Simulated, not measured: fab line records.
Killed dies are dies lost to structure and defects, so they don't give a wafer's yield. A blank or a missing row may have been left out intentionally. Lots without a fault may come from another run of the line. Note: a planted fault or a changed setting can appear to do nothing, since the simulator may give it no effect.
Matching of chambers    flow gf180mcu    4 sister chambers for GF_V1_CMP_04 on cmp-02
The step polishes SiO2. 16 wafers are shown with their chamber, then 7 later ones without.

## WAFERS PAIRED WITH THEIR CHAMBERS
wafer   chamber  motor_current_A (A)  time_to_endpoint_s (s)
L866.1  2        14.3                 78
L866.2  1        10.0                 79
L866.4  0        13.5                 85
L867.1  0        13.1                 77
L867.4  2        13.5                 86
L867.5  1        10.4                 81
L868.1  0        12.7                 76
L868.5  3        11.4                 92
L868.6  0        12.9                 85
L871.1  0        13.8                 78
L871.2  2        14.5                 77
L871.3  1        9.6                  81
L878.2  1        9.8                  70
L878.3  0        14.0                 78
L878.6  0        12.8                 75
L882.1  2        14.6                 84

SIGNATURES, as means of the wafers listed above
reading             chamber 0  chamber 1  chamber 2  chamber 3  scatter within a chamber
motor_current_A     13.257     9.950      14.225     11.400     0.472
time_to_endpoint_s  79.14      77.75      81.25      92.00      4.51
Rule: for a wafer and a chamber, the distance is found by dividing, reading by reading, the gap between the wafer's reading and the chamber's mean by the reading's scatter, squaring, summing and taking the root. The wafer belongs to the nearest chamber; if the next one is less than 2 further off, it can't be placed. How the scatter is found: for the shown wafers, subtract from each reading the mean of its chamber, square and add these, divide the total by (wafers less chambers), then take the root.

## WAFERS WHOSE CHAMBER IS MISSING
wafer   motor_current_A (A)  time_to_endpoint_s (s)
L882.4  11.4                 87
L883.3  11.7                 79
L883.5  10.3                 80
L883.6  14.1                 81
L885.3  10.4                 74
L885.5  13.3                 80
L885.6  9.8                  80

## CHAMBER TAKEN BY EACH
wafer   from the rows above           in truth
L882.4  3                             3
L883.3  can't be placed: 3 or 0 or 1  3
L883.5  1                             1
L883.6  can't be placed: 2 or 0       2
L885.3  1                             1
L885.5  can't be placed: 0 or 2       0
L885.6  1                             1
Correctly placed: 4 of 7. These rows do not allow placing 3 (true chamber among the candidates in 3). 0 placed wrongly.
